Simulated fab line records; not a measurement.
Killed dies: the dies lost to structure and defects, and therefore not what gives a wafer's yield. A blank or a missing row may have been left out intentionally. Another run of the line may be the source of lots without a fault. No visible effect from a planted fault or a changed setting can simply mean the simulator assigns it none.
Split-lot experiment + flow sfq_line + on a route of 325 steps: 5 lots, 23 wafers read

== ABOUT THE SPLIT ==
At SFQ_TRILAYER_R5_DEP_SPUTTER_132 (material Ti, target thk 5 nm, time 5 s), the setting time_s was moved away from the recipe's 5 s on 8 of the 23 wafers read, by -7.2% to +5.7%. This setting was run at the recipe's value on the other wafers.

The reading is taken at the split's own step.

== THE READING ==
Ti_of_TRILAYER_R5_DEP_SPUTTER_132.thk_nm (the simulator's own value, which no gauge read), in nm, at SFQ_TRILAYER_R5_DEP_SPUTTER_132 (material Ti, target thk 5 nm, time 5 s). There is no usual value for it anywhere in the file. Average 5.068 nm, standard deviation 0.11 nm, over the 15 wafers here run with the recipe.

| wafer  | tool, chamber at the split | time_s as run, s | against the recipe | Ti_of_TRILAYER_R5_DEP_SPUTTER_132.thk_nm, nm | against lot-mates on the recipe |
|--------|----------------------------|------------------|--------------------|----------------------------------------------|---------------------------------|
| L074.1 | pvd_sputter-04, -          | 5.197            | +3.9%              | 5.252                                        | +0.140                          |
| L074.2 | pvd_sputter-04, -          | 5                | recipe             | 5.115                                        | -                               |
| L074.4 | pvd_sputter-04, -          | 5                | recipe             | 5.095                                        | -                               |
| L074.5 | pvd_sputter-04, -          | 5.197            | +3.9%              | 5.294                                        | +0.182                          |
| L074.6 | pvd_sputter-04, -          | 5                | recipe             | 5.126                                        | -                               |
| L077.4 | pvd_sputter-04, -          | 5                | recipe             | 5.241                                        | -                               |
| L077.5 | pvd_sputter-04, -          | 5                | recipe             | 5.228                                        | -                               |
| L077.6 | pvd_sputter-04, -          | 5                | recipe             | 5.158                                        | -                               |
| L078.1 | pvd_sputter-03, -          | 5                | recipe             | 5.1                                          | -                               |
| L078.2 | pvd_sputter-03, -          | 5                | recipe             | 4.991                                        | -                               |
| L078.4 | pvd_sputter-03, -          | 5                | recipe             | 5.016                                        | -                               |
| L078.5 | pvd_sputter-03, -          | 5                | recipe             | 5.097                                        | -                               |
| L078.6 | pvd_sputter-03, -          | 5                | recipe             | 5.092                                        | -                               |
| L080.1 | pvd_sputter-04, -          | 5                | recipe             | 4.981                                        | -                               |
| L080.3 | pvd_sputter-04, -          | 4.639            | -7.2%              | 4.58                                         | -0.446                          |
| L080.4 | pvd_sputter-04, -          | 4.639            | -7.2%              | 4.666                                        | -0.359                          |
| L080.5 | pvd_sputter-04, -          | 5                | recipe             | 5.07                                         | -                               |
| L080.6 | pvd_sputter-04, -          | 4.639            | -7.2%              | 4.642                                        | -0.383                          |
| L084.1 | pvd_sputter-03, -          | 5                | recipe             | 4.787                                        | -                               |
| L084.2 | pvd_sputter-03, -          | 5                | recipe             | 4.921                                        | -                               |
| L084.3 | pvd_sputter-03, -          | 5.283            | +5.7%              | 5.068                                        | +0.214                          |
| L084.5 | pvd_sputter-03, -          | 5.283            | +5.7%              | 5.193                                        | +0.339                          |
| L084.6 | pvd_sputter-03, -          | 5.283            | +5.7%              | 5.107                                        | +0.253                          |

FIT RESULTS
A straight line over all 23 wafers: Ti_of_TRILAYER_R5_DEP_SPUTTER_132.thk_nm changes by +0.0429 nm for each +1% of time_s; r = +0.78; the points scatter about the line by 0.12 nm.
The same after taking each lot's own level away (the mean of its wafers on the recipe; 23 wafers): +0.0509 nm for each +1%; r = +0.97; scatter 0.047 nm.
Per that fit: largest time_s move, reading shift of 0.37 nm.
From 4.8540 to 5.2090 nm: that is the span of the lots' own levels, equal to 3.2 times the standard deviation above.
So the lot-to-lot level blurs the effect unless lot-mates are compared.
Check: for one of the wafers moved furthest among these (-7.2%), held out of the fit, the line's prediction against its lot-mates is -0.357 nm. Against them it came out at -0.446 nm.

== ADDITIONAL SPLITS CARRIED BY THESE WAFERS ==
Other splits were also applied to these wafers ahead of the reading. Each is held against what the fit with the lots' levels taken away leaves over:
| other split on the same wafers                      | wafers away from the commonest value | r with Ti_of_TRILAYER_R5_DEP_SPUTTER_132.thk_nm (lot level and that fit taken away) |
|-----------------------------------------------------|--------------------------------------|-------------------------------------------------------------------------------------|
| SFQ_TRILAYER_JJ_CE_LITHO_COAT_119 spin_rpm          | 11                                   | +0.14                                                                               |
| SFQ_TRILAYER_JJ_CE_BARC_OPEN_RIE_150 pressure_mtorr | 18                                   | +0.06                                                                               |
| SFQ_TRILAYER_M5_LITHO_COAT_128 resist_thk_nm        | 5                                    | +0.11                                                                               |
| SFQ_TRILAYER_M5_ETCH_METAL_ETCH_126 time_s          | 8                                    | -0.04                                                                               |

== FILE'S OWN FIT ==
Ti_of_TRILAYER_R5_DEP_SPUTTER_132.thk_nm changes by +0.0503 nm for each +1% of time_s, r = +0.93.
